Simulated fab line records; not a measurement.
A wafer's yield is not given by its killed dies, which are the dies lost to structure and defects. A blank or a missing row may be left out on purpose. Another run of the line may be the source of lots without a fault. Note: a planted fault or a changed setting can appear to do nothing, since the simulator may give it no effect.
Which tool is to blame? ; flow gf180mcu ; 18 wafers sampled from 6 lots at 1 step of a route of 602

== WHAT THE GAUGES SHOWED, per wafer ==
GF_V1_THK_MEAS_25: measures by xrf.
lot;measured;on;V1_W_THK (nm)
L656;day 18 13:02;film metro-02;353 351 349
L659;day 19 08:47;film metro-02;359 360 361
L664;day 21 14:44;film metro-01;343 353 348
L667;day 22 14:22;film metro-03;352 354 351
L675;day 25 14:26;film metro-02;355 356 359
L678;day 26 04:55;film metro-01;344 346 348

== TOOL THAT RAN EACH LOT (tool first, then ch and the chambers of the sampled wafers, then the start) ==
There is no process step in the record ahead of these readings.

== THE ANSWER, worked out from the rows above alone ==
Rule: usual is defined by the lots themselves. Put in order of their means at a reading, lots are off if they are a third of the lots or fewer, leave a main group of 4 or more, and stand apart from it by a gap of 3 or more times the standard deviation of the main group's means; of several such gaps the widest counts. The tables above print the reading to a certain number of digits; a main group whose means all agree to those digits is not used. Also off: a lot with no number at a reading for which 4 or more lots have one. Any other lot the step has rows for is counted as sound.
No lot is off at any reading shown: from this, nothing can be told.

== WHAT WAS PUT IN BY THE SIMULATOR ==
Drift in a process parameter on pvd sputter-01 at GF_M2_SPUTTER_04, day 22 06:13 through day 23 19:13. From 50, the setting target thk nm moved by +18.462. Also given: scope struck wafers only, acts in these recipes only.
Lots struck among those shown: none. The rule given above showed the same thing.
